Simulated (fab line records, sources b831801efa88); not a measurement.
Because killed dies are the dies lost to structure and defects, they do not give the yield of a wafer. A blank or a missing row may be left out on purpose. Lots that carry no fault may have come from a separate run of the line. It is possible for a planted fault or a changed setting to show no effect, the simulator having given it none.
A lot that was struck, set against a sound lot ; flow sky130 ; 18 steps out of a route of 708
Sound: the wafers L980.3, L980.4, L980.6. Wafers struck: L982.1, L982.2, L982.4. The cause comes at the end.
Order at every step that has rows: each side's tool, ch and its chambers, its first start. Under that, the readings that differ: sound wafers ; struck wafers ; difference of the means ; sigmas: that difference in standard deviations of wafers without a fault.
alike: a reading whose means differ by less than 2 such deviations, as well as words and numbers matching on both sides. not compared: withheld readings; readings where some wafer has no value; bounds like >300 that might hide an equal value; numbers whose values overlap and for which the record gives no deviation.
The two part at a step that has a row with sigmas, a row that says differs or no value, or rows on one side only. Numbers that don't overlap but have no deviation are shown without sigmas and don't part them. A reading that every wafer of one side lacks parts them only if that side has two wafers or more.

first, 3 steps without rows for these wafers: SKY_VT_ADJUST_HVTP_EXPOSE_04 (exposes mask HVTPM, target cd 380 nm); SKY_VT_ADJUST_HVTP_PEB_05; SKY_VT_ADJUST_HVTP_DEVELOP_06 (develop time 60 s).
SKY_VT_ADJUST_HVTP_CD_MEAS_07 targets a cd of 380 nm.
  sound on cdSem-02, day 7 13:01; struck on cdSem-01, day 8 05:32
  alike: cdNm
SKY_VT_ADJUST_HVTP_OVL_MEAS_08:
  sound on overlay-01, day 7 13:06; struck on overlay-02, day 8 05:39
reading;sound;struck;difference;sigmas
VT_ADJUST_HVTP_OVL (nm);-5.7 -4.9 -2.7;-0.4 -0.9 -0.4;+3.9;+3
after that, 1 step had no rows for these wafers: SKY_VT_ADJUST_HVTP_IMPLANT_09.
SKY_VT_ADJUST_HVTP_STRIP_10: strips in O2/N2.
  sound on plasmaAsher-04 ch 0,1, day 7 13:19; struck on plasmaAsher-04 ch 0,1, day 8 05:50
  alike: drypumpMotorCurrentA, oesProductAu, stripTimeToEndpointS
  not compared: rfHoursCounterH
SKY_VT_ADJUST_HVTP_TW_MEAS_11:
  sound on filmMetro-02, day 7 13:23; struck on filmMetro-04, day 8 05:56
reading;sound;struck;difference;sigmas
VT_ADJUST_HVTP_TW;1347 1336 1343;1371 1375 1380;+33;+3
then, 4 steps without rows for these wafers: SKY_VT_ADJUST_LVTN_DEHYDRATE_00 (time 60 s); SKY_VT_ADJUST_LVTN_HMDS_01 (prime time 60 s); SKY_VT_ADJUST_LVTN_COAT_02 (resist thk 3000 nm); SKY_VT_ADJUST_LVTN_SOFTBAKE_03.
SKY_VT_ADJUST_LVTN_EXPOSE_04: exposes mask NWM COMPLEMENT LESS NATIVE, target cd 840 nm.
  sound on ilineStepper-01 ch 0, day 8 00:11; struck on ilineStepper-01 ch 0, day 8 16:26
reading;sound;struck;difference;sigmas
model.VT_ADJUST_LVTN.overlayXNm (nm);0.1839 0.1839 0.1839;287.6 287.6 287.6;+287.4;
  alike: mask
then, 2 steps without rows for these wafers: SKY_VT_ADJUST_LVTN_PEB_05; SKY_VT_ADJUST_LVTN_DEVELOP_06 (develop time 60 s).
SKY_VT_ADJUST_LVTN_OVL_MEAS_07:
  sound on overlay-01, day 8 09:50; struck on overlay-02, day 9 03:05
reading;sound;struck;difference;sigmas
VT_ADJUST_LVTN_OVL (nm);1.6 2.2 1.3;286.5 290.1 288.7;+286.7;+99 or more
after that, 1 step had no rows for these wafers: SKY_VT_ADJUST_LVTN_IMPLANT_08.
-- the record jumps here: 39 days lie between the struck wafers' starts before and after (it left off in module VT_ADJUST_LVTN and takes up again in module PAD_OPEN, whose first step shown is number 708 of the route) --
SKY_PAD_OPEN_PROBE_99:
  sound on prober-02, day 47 13:35; struck on prober-02, day 48 02:38
reading;sound;struck;difference;sigmas
killedAtFrontEnd;15 21 13;341 345 363;+333;+83
killedDies;75 80 74;404 407 411;+331;+38
killedOnRim;12 15 10;77 83 83;+69;+20
  alike: killed_at_M0_to_M3, killed_at_M4_up, killedAtContacts, killedAtOther, killedOpen, killedShort

== WHERE THEY PART ==
Earliest at SKY_VT_ADJUST_HVTP_OVL_MEAS_08; latest, in this record, at SKY_PAD_OPEN_PROBE_99.

WHY: what the simulator had put in
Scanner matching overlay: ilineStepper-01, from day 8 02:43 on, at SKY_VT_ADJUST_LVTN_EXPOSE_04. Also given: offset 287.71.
